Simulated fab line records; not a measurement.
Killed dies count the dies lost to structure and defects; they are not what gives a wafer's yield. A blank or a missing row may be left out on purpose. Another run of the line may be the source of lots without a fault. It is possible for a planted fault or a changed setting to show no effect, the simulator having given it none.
fab line records | flow sky130 | part 1 of 2: steps 1 to 25 of 36
[record] lots = 5 | wafers = 15 | lastDay = 48
route steps=708 shown VIA3@582 METAL4@598 CAP2M@603
lots untouched by any fault: they come from a run of this same line in which no faults occurred
startH: hours from the record's opening day to when the first of the lot's shown wafers began | waitH: time in hours since the lot's previous step | " repeats the value in the row above | L1.1+2: a row that stands for several wafers | - either no value or no given start | * or withheld: withheld | < > ~ a bound
route shown NAME@n: names a module that has steps shown in the file, with the first one's number in the route | usual: mean/standard deviation of fault-free wafers | same: alike in all rows | chamber/n: place in a boat | sites: readings site by site | _std_site: the standard deviation of these | _edge_site: inner sites' mean taken away from outer sites' mean | radiusMm: for every site, how far away it sits from the centre of the wafer | mask NAME#n: copy n | behind: the tool/chamber that last shaped the wafer | hold: why the lot was held/for how many hours/how that ended | device: the transistor (n, p or np) that didn't switch | end of line: the route-end tests of the same wafers | for a step that has no rows: nothing shown but its recipe | killed: not the wafer's yield, but the dies lost to structure and defects at the first sort | map: shows each die of a wafer: x if killed, . if not, _ if none is there
set.NAME: the setting as run; set.NAME@STEP: as run at that earlier step | model.NAME: the simulator's own value behind a step, which no gauge read
lots at selected steps of the route; one table per step, one row per wafer
services: when a tool's chamber went out of use (startH, in hours from the record's first day, below 0 if earlier), for how many hours, and the reason
[[steps]]
[step SKY_VIA3_EXPOSE_09]
[recipe] maskId = VIM3 | na = 0.8 | sourceShape = annular | sigmaInner = 0.55 | sigmaOuter = 0.85 | targetCdNm = 200 | doseMj = 38
lot.wafer  | tool          | chamber | startH | waitH | mask
L078.3+4+5 | krfScanner-02 | 0       | -      | -     | VIM3#0
L081.1+4+5 | krfScanner-02 | 0       | -      | -     | VIM3#0
L083.2+5+6 | krfScanner-01 | 0       | -      | -     | VIM3#0
L086.1+4+6 | krfScanner-01 | 0       | -      | -     | VIM3#0
L087.1+3+4 | krfScanner-01 | 0       | -      | -     | VIM3#0
[step SKY_VIA3_PEB_10]
[recipe] pebTempC = withheld | pebTimeS = withheld | resist = KrF-thick
lot.wafer  | tool          | chamber | startH | waitH
L078.3+4+5 | lithoTrack-03 | 0       | -      | -
L081.1+4+5 | lithoTrack-04 | 0       | -      | -
L083.2+5+6 | lithoTrack-04 | 0       | -      | -
L086.1+4+6 | lithoTrack-02 | 0       | -      | -
L087.1+3+4 | lithoTrack-04 | 0       | -      | -
[step SKY_VIA3_DEVELOP_11]
[recipe] developTimeS = 60 | resist = KrF-thick | devTempC = 21
[same] developTimeS = 60
lot.wafer  | tool          | chamber | startH | waitH
L078.3+4+5 | lithoTrack-03 | 0       | -      | -
L081.1+4+5 | lithoTrack-04 | 0       | -      | -
L083.2+5+6 | lithoTrack-04 | 0       | -      | -
L086.1+4+6 | lithoTrack-02 | 0       | -      | -
L087.1+3+4 | lithoTrack-04 | 0       | -      | -
[step SKY_VIA3_CD_MEAS_12]
[recipe] targetCdNm = 200
[usual] cdNm = 199.7/1.2
lot.wafer | tool     | chamber | startH  | waitH | cdNm
L078.3    | cdSem-02 | -       | 959.79  | -     | 197.4
L078.4    | "        | -       | "       | "     | 198.6
L078.5    | "        | -       | "       | "     | 197.4
L081.1    | cdSem-02 | -       | 987.50  | -     | 200.5
L081.4    | "        | -       | "       | "     | 200.7
L081.5    | "        | -       | "       | "     | 200.2
L083.2    | cdSem-02 | -       | 1003.22 | -     | 201.7
L083.5    | "        | -       | "       | "     | 201.4
L083.6    | "        | -       | "       | "     | 201.8
L086.1    | cdSem-01 | -       | 1016.98 | -     | 199.4
L086.4    | "        | -       | "       | "     | 198.8
L086.6    | "        | -       | "       | "     | 199.0
L087.1    | cdSem-02 | -       | 1023.50 | -     | 200.1
L087.3    | "        | -       | "       | "     | 197.8
L087.4    | "        | -       | "       | "     | 198.6
[step SKY_VIA3_OVL_MEAS_13]
[usual] VIA3_OVL = -1/6
lot.wafer | tool       | chamber | startH  | waitH | VIA3_OVL[nm]
L078.3    | overlay-01 | -       | 959.88  | 0.1   | -9
L078.4    | "          | -       | "       | "     | -4
L078.5    | "          | -       | "       | "     | -1
L081.1    | overlay-02 | -       | 987.62  | 0.1   | -4
L081.4    | "          | -       | "       | "     | -4
L081.5    | "          | -       | "       | "     | -7
L083.2    | overlay-02 | -       | 1003.32 | 0.1   | 8
L083.5    | "          | -       | "       | "     | 0
L083.6    | "          | -       | "       | "     | 10
L086.1    | overlay-01 | -       | 1017.10 | 0.1   | 4
L086.4    | "          | -       | "       | "     | 7
L086.6    | "          | -       | "       | "     | 6
L087.1    | overlay-01 | -       | 1023.62 | 0.1   | 10
L087.3    | "          | -       | "       | "     | 9
L087.4    | "          | -       | "       | "     | 4
[step SKY_VIA3_ETCH_14]
[recipe] chemistry = N2/H2 | target = BARC | ionEnergyEv = 200 | sourceW = 500 | biasW = 100 | pressureMtorr = 30 | n2FlowSccm = 100 | h2FlowSccm = 200 | stopOn = SiO2 | timeS = 45.9 | targetDepthA = 600
[usual] biasW = 99.99/0.29 | drypumpMotorCurrentA = 5.6/0.52 | oesProductAu = 0.854/0.0047 | throttleValvePct = 13.225/0.0089
[same] timeS = 45.9
lot.wafer | tool       | chamber | startH  | waitH | biasW  | drypumpMotorCurrentA | oesProductAu | rfHoursCounterH | throttleValvePct
L078.3    | rieDiel-02 | 2       | 959.90  | 0.0   | 99.70  | 5.8                  | 0.856        | 14              | 13.229
L078.4    | "          | 0       | "       | "     | 100.27 | 5.9                  | 0.851        | 20              | 13.225
L078.5    | "          | 2       | "       | "     | 99.59  | 5.8                  | 0.848        | -               | 13.243
L081.1    | rieDiel-03 | 0       | 987.65  | 0.0   | 99.88  | 5.0                  | 0.857        | 27              | 13.233
L081.4    | "          | 3       | "       | "     | 99.73  | 6.3                  | 0.859        | 12              | 13.216
L081.5    | "          | 3       | "       | "     | 99.48  | 6.3                  | 0.856        | -               | 13.222
L083.2    | rieDiel-03 | 1       | 1003.35 | 0.0   | 100.14 | 5.4                  | 0.851        | 18              | 13.242
L083.5    | "          | 2       | "       | "     | 99.79  | 6.5                  | 0.853        | -               | 13.217
L083.6    | "          | 3       | "       | "     | 99.77  | 6.3                  | 0.853        | -               | 13.237
L086.1    | rieDiel-02 | 2       | 1017.14 | 0.0   | 100.29 | 5.8                  | 0.852        | 16              | 13.231
L086.4    | "          | 0       | "       | "     | 99.49  | 5.9                  | 0.857        | -               | 13.218
L086.6    | "          | 1       | "       | "     | 99.99  | 5.2                  | 0.855        | -               | 13.230
L087.1    | rieDiel-02 | 0       | 1023.65 | 0.0   | 99.68  | 5.9                  | 0.852        | 22              | 13.222
L087.3    | "          | 0       | "       | "     | 100.23 | 5.9                  | 0.856        | -               | 13.233
L087.4    | "          | 2       | "       | "     | 100.48 | 5.8                  | 0.855        | -               | 13.221
[step SKY_VIA3_ETCH_15]
[recipe] target = SiO2 | chemistry = C4F8/O2/Ar | targetDepthNm = 507 | stopOn = TiN | maskMaterial = KrF-thick | sourceW = 1500 | biasW = 1200 | pressureMtorr = 40 | c4f8FlowSccm = withheld | O2_flow_sccm = 6 | Ar_flow_sccm = 300 | timeS = 78
[usual] biasW = 1200/3.4 | oesProductAu = 0.946/0.0045
[same] timeS = 78
lot.wafer | tool       | chamber | startH  | waitH | biasW | oesProductAu | rfHoursCounterH
L078.3    | rieDiel-02 | 2       | 959.94  | 0.0   | 1208  | 0.948        | 15
L078.4    | "          | 0       | "       | "     | 1204  | 0.948        | 20
L078.5    | "          | 2       | "       | "     | 1198  | 0.943        | -
L081.1    | rieDiel-03 | 0       | 987.69  | 0.0   | 1200  | 0.940        | 27
L081.4    | "          | 3       | "       | "     | 1203  | 0.943        | 12
L081.5    | "          | 3       | "       | "     | 1207  | 0.937        | -
L083.2    | rieDiel-03 | 1       | 1003.39 | 0.0   | 1196  | 0.945        | 18
L083.5    | "          | 2       | "       | "     | 1194  | 0.946        | -
L083.6    | "          | 3       | "       | "     | 1209  | 0.947        | -
L086.1    | rieDiel-02 | 2       | 1017.18 | 0.0   | 1200  | 0.949        | 16
L086.4    | "          | 0       | "       | "     | 1202  | 0.943        | -
L086.6    | "          | 1       | "       | "     | 1199  | 0.941        | -
L087.1    | rieDiel-02 | 0       | 1023.72 | 0.0   | 1202  | 0.950        | 22
L087.3    | "          | 0       | "       | "     | 1203  | 0.945        | -
L087.4    | "          | 2       | "       | "     | 1201  | 0.946        | -
[step SKY_VIA3_STRIP_16]
[recipe] chemistry = O2/N2 | powerW = 1400 | pressureMtorr = 1500 | platenTempC = withheld | o2FlowSccm = 3000 | n2FlowSccm = 300 | overashFraction = 0.5
[usual] drypumpMotorCurrentA = 5.4/0.43 | oesProductAu = 0.402/0.0049 | stripTimeToEndpointS = 4.129/0.026
[same] overashFraction = 0.5
lot.wafer | tool           | chamber | startH  | waitH | drypumpMotorCurrentA | oesProductAu | rfHoursCounterH | stripTimeToEndpointS
L078.3    | plasmaAsher-02 | 0       | 960.04  | 0.1   | 5.2                  | 0.403        | -               | 4.062
L078.4    | "              | 1       | "       | "     | 5.1                  | 0.406        | -               | 4.098
L078.5    | "              | 0       | "       | "     | 5.2                  | 0.392        | -               | 4.072
L081.1    | plasmaAsher-02 | 0       | 987.77  | 0.0   | 5.2                  | 0.397        | 57              | 4.139
L081.4    | "              | 0       | "       | "     | 5.2                  | 0.398        | -               | 4.119
L081.5    | "              | 1       | "       | "     | 5.1                  | 0.403        | -               | 4.117
L083.2    | plasmaAsher-04 | 1       | 1003.45 | 0.0   | 6.1                  | 0.404        | 28              | 4.144
L083.5    | "              | 0       | "       | "     | 4.8                  | 0.404        | -               | 4.103
L083.6    | "              | 1       | "       | "     | 6.1                  | 0.406        | -               | 4.106
L086.1    | plasmaAsher-01 | 0       | 1017.24 | 0.0   | 5.9                  | 0.414        | 84              | 4.121
L086.4    | "              | 1       | "       | "     | 5.4                  | 0.411        | -               | 4.129
L086.6    | "              | 1       | "       | "     | 5.4                  | 0.404        | -               | 4.134
L087.1    | plasmaAsher-02 | 0       | 1023.81 | 0.1   | 5.2                  | 0.403        | 61              | 4.148
L087.3    | "              | 1       | "       | "     | 5.1                  | 0.404        | -               | 4.149
L087.4    | "              | 0       | "       | "     | 5.2                  | 0.393        | -               | 4.122
[step SKY_VIA3_STRIP_17]
[recipe] chemistry = postEtchResidueRemover | timeS = 1200 | tempC = 72.5
[usual] bathGuardTempC = 72.5/0.52
[same] timeS = 1200
lot.wafer | tool        | chamber | startH  | waitH | bathGuardTempC
L078.3    | wetBench-01 | 3       | 960.10  | 0.0   | 71.6
L078.4    | "           | 3       | "       | "     | 71.4
L078.5    | "           | 3       | "       | "     | 71.1
L081.1    | wetBench-03 | 1       | 987.87  | 0.1   | 73.1
L081.4    | "           | 1       | "       | "     | 72.8
L081.5    | "           | 1       | "       | "     | 73.0
L083.2    | wetBench-01 | 3       | 1003.55 | 0.1   | 71.5
L083.5    | "           | 3       | "       | "     | 71.5
L083.6    | "           | 3       | "       | "     | 71.2
L086.1    | wetBench-01 | 0       | 1017.34 | 0.1   | 72.5
L086.4    | "           | 0       | "       | "     | 72.5
L086.6    | "           | 0       | "       | "     | 72.0
L087.1    | wetBench-01 | 0       | 1023.91 | 0.1   | 72.3
L087.3    | "           | 0       | "       | "     | 72.5
L087.4    | "           | 0       | "       | "     | 72.6
[step SKY_VIA3_CLEAN_18]
[recipe] chemistry = IPA | timeS = 180 | tempC = 25
[same] timeS = 180
lot.wafer  | tool        | chamber | startH  | waitH
L078.3+4+5 | wetBench-02 | 3       | 960.45  | 0.0
L081.1+4+5 | wetBench-01 | 0       | 988.24  | 0.0
L083.2+5+6 | wetBench-03 | 2       | 1003.90 | 0.0
L086.1+4+6 | wetBench-03 | 0       | 1017.71 | 0.0
L087.1+3+4 | wetBench-03 | 1       | 1024.28 | 0.0
[step SKY_VIA3_CLEAN_19]
[recipe] chemistry = O3/DIW | dry = n2Spin
lot.wafer  | tool        | chamber | startH  | waitH
L078.3+4+5 | wetBench-03 | 3       | 960.51  | 0.0
L081.1+4+5 | wetBench-02 | 2       | 988.36  | 0.0
L083.2+5+6 | wetBench-01 | 3       | 1003.95 | 0.0
L086.1+4+6 | wetBench-02 | 3       | 1017.78 | 0.0
L087.1+3+4 | wetBench-01 | 2       | 1024.34 | 0.0
[step SKY_VIA3_SPUTTER_20]
[recipe] material = TiN | targetThkNm = 20 | chamberPressurePa = 5 | powerW = 4000 | timeS = 80
[usual] throttleValvePct = 29.5/0.83
[same] timeS = 80
lot.wafer | tool          | chamber | startH  | waitH | throttleValvePct
L078.3    | pvdSputter-02 | -       | 960.60  | 0.0   | 28.9
L078.4    | "             | -       | "       | "     | 29.2
L078.5    | "             | -       | "       | "     | 30.2
L081.1    | pvdSputter-02 | -       | 988.45  | 0.0   | 28.5
L081.4    | "             | -       | "       | "     | 29.7
L081.5    | "             | -       | "       | "     | 30.1
L083.2    | pvdSputter-02 | -       | 1004.05 | 0.0   | 29.7
L083.5    | "             | -       | "       | "     | 29.3
L083.6    | "             | -       | "       | "     | 29.9
L086.1    | pvdSputter-02 | -       | 1017.87 | 0.0   | 28.9
L086.4    | "             | -       | "       | "     | 29.7
L086.6    | "             | -       | "       | "     | 30.0
L087.1    | pvdSputter-03 | -       | 1024.44 | 0.0   | 29.1
L087.3    | "             | -       | "       | "     | 29.1
L087.4    | "             | -       | "       | "     | 30.6
[step SKY_VIA3_CVD_21]
[recipe] material = W | targetThkNm = 390 | timeS = 117.31 | tempC = 400 | pressureTorr = 40
[usual] heaterPowerOuterW = 496/61 | heaterPowerW = 821/99
[same] timeS = 117.31
lot.wafer | tool    | chamber | startH  | waitH | heaterPowerOuterW | heaterPowerW
L078.3    | cvdW-02 | 1       | 960.70  | 0.1   | 550               | 952
L078.4    | "       | 0       | "       | "     | 450               | 759
L078.5    | "       | 0       | "       | "     | 456               | 763
L081.1    | cvdW-02 | 1       | 988.51  | 0.0   | 557               | 955
L081.4    | "       | 1       | "       | "     | 569               | 947
L081.5    | "       | 0       | "       | "     | 467               | 784
L083.2    | cvdW-02 | 0       | 1004.11 | 0.0   | 473               | 767
L083.5    | "       | 0       | "       | "     | 463               | 785
L083.6    | "       | 1       | "       | "     | 560               | 930
L086.1    | cvdW-01 | 1       | 1017.93 | 0.0   | 542               | 834
L086.4    | "       | 0       | "       | "     | 392               | 677
L086.6    | "       | 0       | "       | "     | 392               | 678
L087.1    | cvdW-01 | 0       | 1024.50 | 0.0   | 387               | 668
L087.3    | "       | 1       | "       | "     | 524               | 818
L087.4    | "       | 0       | "       | "     | 389               | 677
[step SKY_VIA3_RS_MEAS_22]
[recipe] thkMeasGauge = four-point-probe | reads = W_of_VIA3_CVD_21+TiN_of_VIA3_SPUTTER_20
[usual] VIA3_W_RS = 0.291/0.0054
lot.wafer | tool         | chamber | startH  | waitH | VIA3_W_RS[ohm/sq]
L078.3    | filmMetro-01 | -       | 960.83  | 0.1   | 0.292
L078.4    | "            | -       | "       | "     | 0.291
L078.5    | "            | -       | "       | "     | 0.290
L081.1    | filmMetro-01 | -       | 988.63  | 0.1   | 0.288
L081.4    | "            | -       | "       | "     | 0.292
L081.5    | "            | -       | "       | "     | 0.288
L083.2    | filmMetro-02 | -       | 1004.25 | 0.1   | 0.285
L083.5    | "            | -       | "       | "     | 0.286
L083.6    | "            | -       | "       | "     | 0.293
L086.1    | filmMetro-01 | -       | 1018.05 | 0.1   | 0.302
L086.4    | "            | -       | "       | "     | 0.286
L086.6    | "            | -       | "       | "     | 0.291
L087.1    | filmMetro-01 | -       | 1024.62 | 0.1   | 0.291
L087.3    | "            | -       | "       | "     | 0.296
L087.4    | "            | -       | "       | "     | 0.291
[step SKY_VIA3_THK_MEAS_23]
[recipe] thkMeasGauge = xrf | reads = W_of_VIA3_CVD_21
[usual] VIA3_W_THK = 395/9.4
lot.wafer | tool         | chamber | startH  | waitH | VIA3_W_THK[nm]
L078.3    | filmMetro-01 | -       | 960.93  | 0.1   | 396
L078.4    | "            | -       | "       | "     | 397
L078.5    | "            | -       | "       | "     | 402
L081.1    | filmMetro-01 | -       | 988.75  | 0.1   | 397
L081.4    | "            | -       | "       | "     | 391
L081.5    | "            | -       | "       | "     | 397
L083.2    | filmMetro-02 | -       | 1004.36 | 0.1   | 406
L083.5    | "            | -       | "       | "     | 406
L083.6    | "            | -       | "       | "     | 397
L086.1    | filmMetro-01 | -       | 1018.17 | 0.1   | 375
L086.4    | "            | -       | "       | "     | 395
L086.6    | "            | -       | "       | "     | 392
L087.1    | filmMetro-01 | -       | 1024.74 | 0.1   | 390
L087.3    | "            | -       | "       | "     | 384
L087.4    | "            | -       | "       | "     | 392
[step SKY_VIA3_CMP_24]
[recipe] stopOn = SiO2 | tOverpolishS = 20 | downForcePsi = 3.5 | platenRpm = 60 | targetThkNm = 0 | padVelocityMS = 0.94248
[usual] motorCurrentA = 11.1/1.1 | overpolishRunS = 20.000/0.0088 | platenRpm = 60.00/0.044 | timeToEndpointS = 95/4.3
lot.wafer | tool   | chamber | startH  | waitH | motorCurrentA | overpolishRunS | platenRpm | timeToEndpointS
L078.4    | cmp-02 | 0       | 961.02  | 0.1   | 10.5          | 20.002         | 59.95     | 93
L078.3    | "      | 2       | "       | "     | 12.4          | 20.007         | 59.99     | 97
L078.5    | "      | 3       | "       | "     | 10.6          | 19.991         | 60.01     | 95
L081.1    | cmp-01 | 3       | 988.91  | 0.1   | 13.0          | 20.000         | 60.04     | 94
L081.4    | "      | 0       | "       | "     | 10.2          | 20.000         | 59.96     | 96
L081.5    | "      | 2       | "       | "     | 11.8          | 19.996         | 59.97     | 99
L083.2    | cmp-02 | 0       | 1004.51 | 0.1   | 9.7           | 20.003         | 60.03     | 91
L083.6    | "      | 2       | "       | "     | 11.4          | 19.997         | 60.04     | 97
L083.5    | "      | 3       | "       | "     | 10.6          | 20.003         | 60.05     | 94
L086.1    | cmp-02 | 3       | 1018.28 | 0.1   | 10.7          | 20.001         | 59.87     | 91
L086.4    | "      | 1       | "       | "     | 11.7          | 20.005         | 59.98     | 98
L086.6    | "      | 2       | "       | "     | 11.8          | 20.008         | 60.00     | 99
L087.3    | cmp-02 | 2       | 1024.80 | 0.0   | 12.1          | 20.017         | 59.99     | 97
L087.1    | "      | 3       | "       | "     | 11.0          | 19.992         | 60.02     | 94
L087.4    | "      | 0       | "       | "     | 9.4           | 19.998         | 60.03     | 92
[step SKY_METAL4_SPUTTER_00]
[recipe] material = Ti | targetThkNm = 15 | powerW = 3000 | timeS = 10 | chamberPressurePa = 0.4
[usual] throttleValvePct = 29.6/0.94
[same] timeS = 10
lot.wafer | tool          | chamber | startH  | waitH | throttleValvePct
L078.3    | pvdSputter-03 | -       | 961.27  | 0.1   | 28.1
L078.4    | "             | -       | "       | "     | 30.7
L078.5    | "             | -       | "       | "     | 28.0
L081.1    | pvdSputter-03 | -       | 989.11  | 0.1   | 28.7
L081.4    | "             | -       | "       | "     | 28.9
L081.5    | "             | -       | "       | "     | 28.9
L083.2    | pvdSputter-02 | -       | 1004.71 | 0.1   | 29.2
L083.5    | "             | -       | "       | "     | 29.3
L083.6    | "             | -       | "       | "     | 29.8
L086.1    | pvdSputter-03 | -       | 1018.53 | 0.2   | 30.8
L086.4    | "             | -       | "       | "     | 29.1
L086.6    | "             | -       | "       | "     | 28.5
L087.1    | pvdSputter-04 | -       | 1025.10 | 0.2   | 30.1
L087.3    | "             | -       | "       | "     | 31.8
L087.4    | "             | -       | "       | "     | 29.8
[step SKY_METAL4_SPUTTER_01]
[recipe] material = TiN | targetThkNm = 20 | powerW = 6500 | timeS = 16.7 | chamberPressurePa = 0.4
[usual] throttleValvePct = 29.6/0.92
[same] timeS = 16.7
lot.wafer | tool          | chamber | startH  | waitH | throttleValvePct
L078.3    | pvdSputter-03 | -       | 961.29  | 0.0   | 28.2
L078.4    | "             | -       | "       | "     | 30.9
L078.5    | "             | -       | "       | "     | 28.2
L081.1    | pvdSputter-03 | -       | 989.13  | 0.0   | 28.1
L081.4    | "             | -       | "       | "     | 29.1
L081.5    | "             | -       | "       | "     | 28.8
L083.2    | pvdSputter-02 | -       | 1004.73 | 0.0   | 29.3
L083.5    | "             | -       | "       | "     | 29.2
L083.6    | "             | -       | "       | "     | 29.9
L086.1    | pvdSputter-03 | -       | 1018.55 | 0.0   | 30.7
L086.4    | "             | -       | "       | "     | 29.3
L086.6    | "             | -       | "       | "     | 28.4
L087.1    | pvdSputter-04 | -       | 1025.12 | 0.0   | 30.0
L087.3    | "             | -       | "       | "     | 31.9
L087.4    | "             | -       | "       | "     | 29.7
[step SKY_METAL4_SPUTTER_02]
[recipe] material = AlCu | targetThkNm = 735 | powerW = 10600 | timeS = 39.1 | chamberPressurePa = 0.4
[usual] throttleValvePct = 29.6/0.91
[same] timeS = 39.1
lot.wafer | tool          | chamber | startH  | waitH | throttleValvePct
L078.3    | pvdSputter-03 | -       | 961.31  | 0.0   | 28.6
L078.4    | "             | -       | "       | "     | 30.7
L078.5    | "             | -       | "       | "     | 28.4
L081.1    | pvdSputter-03 | -       | 989.16  | 0.0   | 28.1
L081.4    | "             | -       | "       | "     | 29.1
L081.5    | "             | -       | "       | "     | 29.0
L083.2    | pvdSputter-02 | -       | 1004.76 | 0.0   | 29.3
L083.5    | "             | -       | "       | "     | 29.3
L083.6    | "             | -       | "       | "     | 30.1
L086.1    | pvdSputter-03 | -       | 1018.58 | 0.0   | 30.8
L086.4    | "             | -       | "       | "     | 29.1
L086.6    | "             | -       | "       | "     | 28.3
L087.1    | pvdSputter-04 | -       | 1025.15 | 0.0   | 29.8
L087.3    | "             | -       | "       | "     | 31.7
L087.4    | "             | -       | "       | "     | 29.7
[step SKY_METAL4_SPUTTER_03]
[recipe] material = Ti | targetThkNm = 5 | powerW = 3000 | timeS = 3.3 | chamberPressurePa = 0.4
[usual] throttleValvePct = 29.6/0.92
[same] timeS = 3.3
lot.wafer | tool          | chamber | startH  | waitH | throttleValvePct
L078.3    | pvdSputter-03 | -       | 961.35  | 0.0   | 28.3
L078.4    | "             | -       | "       | "     | 30.5
L078.5    | "             | -       | "       | "     | 28.1
L081.1    | pvdSputter-03 | -       | 989.20  | 0.0   | 28.3
L081.4    | "             | -       | "       | "     | 29.0
L081.5    | "             | -       | "       | "     | 28.8
L083.2    | pvdSputter-02 | -       | 1004.80 | 0.0   | 29.6
L083.5    | "             | -       | "       | "     | 29.3
L083.6    | "             | -       | "       | "     | 29.9
L086.1    | pvdSputter-03 | -       | 1018.62 | 0.0   | 30.7
L086.4    | "             | -       | "       | "     | 29.2
L086.6    | "             | -       | "       | "     | 28.3
L087.1    | pvdSputter-04 | -       | 1025.19 | 0.0   | 30.1
L087.3    | "             | -       | "       | "     | 32.0
L087.4    | "             | -       | "       | "     | 29.8
[step SKY_METAL4_SPUTTER_04]
[recipe] material = TiN | targetThkNm = 70 | powerW = 6500 | timeS = 58.3 | chamberPressurePa = 0.4
[usual] throttleValvePct = 29.6/0.9
[same] timeS = 58.3
lot.wafer | tool          | chamber | startH  | waitH | throttleValvePct
L078.3    | pvdSputter-03 | -       | 961.37  | 0.0   | 28.1
L078.4    | "             | -       | "       | "     | 30.8
L078.5    | "             | -       | "       | "     | 28.2
L081.1    | pvdSputter-03 | -       | 989.22  | 0.0   | 28.5
L081.4    | "             | -       | "       | "     | 29.0
L081.5    | "             | -       | "       | "     | 28.8
L083.2    | pvdSputter-02 | -       | 1004.81 | 0.0   | 29.1
L083.5    | "             | -       | "       | "     | 29.5
L083.6    | "             | -       | "       | "     | 29.9
L086.1    | pvdSputter-03 | -       | 1018.64 | 0.0   | 30.9
L086.4    | "             | -       | "       | "     | 29.1
L086.6    | "             | -       | "       | "     | 28.6
L087.1    | pvdSputter-04 | -       | 1025.21 | 0.0   | 29.9
L087.3    | "             | -       | "       | "     | 31.7
L087.4    | "             | -       | "       | "     | 29.8
[step SKY_CAP2M_CVD_00]
[recipe] material = SiO2 | targetThkNm = 15.5 | tempC = 400 | timeS = withheld | rfW = 450
[usual] heaterPowerOuterW = 401/47 | heaterPowerW = 682/73
lot.wafer | tool     | chamber | startH  | waitH | heaterPowerOuterW | heaterPowerW
L078.3    | pecvd-02 | 0       | 961.42  | 0.0   | 442               | 702
L078.4    | "        | 2       | "       | "     | 439               | 746
L078.5    | "        | 1       | "       | "     | 387               | 663
L081.1    | pecvd-02 | 2       | 989.27  | 0.0   | 453               | 757
L081.4    | "        | 2       | "       | "     | 441               | 730
L081.5    | "        | 1       | "       | "     | 332               | 596
L083.2    | pecvd-04 | 2       | 1004.86 | 0.0   | 345               | 626
L083.5    | "        | 0       | "       | "     | 382               | 672
L083.6    | "        | 1       | "       | "     | 348               | 620
L086.1    | pecvd-02 | 0       | 1018.69 | 0.0   | 457               | 735
L086.4    | "        | 0       | "       | "     | 455               | 757
L086.6    | "        | 1       | "       | "     | 326               | 586
L087.1    | pecvd-04 | 0       | 1025.25 | 0.0   | 455               | 740
L087.3    | "        | 1       | "       | "     | 337               | 613
L087.4    | "        | 1       | "       | "     | 328               | 592
[step SKY_CAP2M_THK_MEAS_01]
[recipe] reads = SiO2_of_CAP2M_CVD_00
[usual] CAP2M_CVD_00_THK = 15.54/0.23
lot.wafer | tool         | chamber | startH  | waitH | CAP2M_CVD_00_THK[nm]
L078.3    | filmMetro-02 | -       | 961.46  | -     | 15.52
L078.4    | "            | -       | "       | "     | 15.79
L078.5    | "            | -       | "       | "     | 15.65
L081.1    | filmMetro-03 | -       | 989.29  | -     | 16.02
L081.4    | "            | -       | "       | "     | 16.00
L081.5    | "            | -       | "       | "     | 15.77
L083.2    | filmMetro-01 | -       | 1004.90 | -     | 15.34
L083.5    | "            | -       | "       | "     | 15.53
L083.6    | "            | -       | "       | "     | 15.43
L086.1    | filmMetro-01 | -       | 1018.71 | -     | 15.19
L086.4    | "            | -       | "       | "     | 15.50
L086.6    | "            | -       | "       | "     | 15.42
L087.1    | filmMetro-02 | -       | 1025.28 | -     | 15.55
L087.3    | "            | -       | "       | "     | 15.57
L087.4    | "            | -       | "       | "     | 15.90
[step SKY_CAP2M_SPUTTER_02]
[recipe] material = TiN | targetThkNm = 200 | tempC = 300 | powerW = 6500 | timeS = 166.7 | chamberPressurePa = 0.4
[usual] substrateTempC = 300.01/0.2 | throttleValvePct = 29.9/0.96
[same] timeS = 166.7
lot.wafer | tool          | chamber | startH  | waitH | substrateTempC | throttleValvePct
L078.3    | pvdSputter-01 | -       | 961.50  | 0.0   | 299.96         | 29.3
L078.4    | "             | -       | "       | "     | 299.86         | 30.6
L078.5    | "             | -       | "       | "     | 300.09         | 29.3
L081.1    | pvdSputter-01 | -       | 989.35  | 0.1   | 299.69         | 31.0
L081.4    | "             | -       | "       | "     | 300.06         | 29.3
L081.5    | "             | -       | "       | "     | 299.71         | 29.3
L083.2    | pvdSputter-01 | -       | 1008.12 | 3.2   | 300.47         | 29.3
L083.5    | "             | -       | "       | "     | 299.62         | 30.9
L083.6    | "             | -       | "       | "     | 299.84         | 29.5
L086.1    | pvdSputter-01 | -       | 1018.77 | 0.1   | 299.91         | 29.2
L086.4    | "             | -       | "       | "     | 299.93         | 29.2
L086.6    | "             | -       | "       | "     | 300.22         | 29.0
L087.1    | pvdSputter-01 | -       | 1025.34 | 0.1   | 299.75         | 29.1
L087.3    | "             | -       | "       | "     | 300.70         | 31.1
L087.4    | "             | -       | "       | "     | 300.25         | 29.2
[step SKY_CAP2M_RS_MEAS_03]
[recipe] thkMeasGauge = four-point-probe | reads = TiN_of_CAP2M_SPUTTER_02
[usual] CAP2M_TIN_RS = 6.95/0.094
lot.wafer | tool         | chamber | startH  | waitH | CAP2M_TIN_RS[ohm/sq]
L078.3    | filmMetro-03 | -       | 961.65  | 0.1   | 6.92
L078.4    | "            | -       | "       | "     | 6.86
L078.5    | "            | -       | "       | "     | 6.97
L081.1    | filmMetro-03 | -       | 989.46  | 0.1   | 7.01
L081.4    | "            | -       | "       | "     | 6.89
L081.5    | "            | -       | "       | "     | 6.96
L083.2    | filmMetro-01 | -       | 1008.25 | 0.1   | 6.91
L083.5    | "            | -       | "       | "     | 7.01
L083.6    | "            | -       | "       | "     | 6.89
L086.1    | filmMetro-03 | -       | 1018.88 | 0.1   | 6.78
L086.4    | "            | -       | "       | "     | 6.84
L086.6    | "            | -       | "       | "     | 6.81
L087.1    | filmMetro-01 | -       | 1025.45 | 0.1   | 6.86
L087.3    | "            | -       | "       | "     | 6.82
L087.4    | "            | -       | "       | "     | 6.78
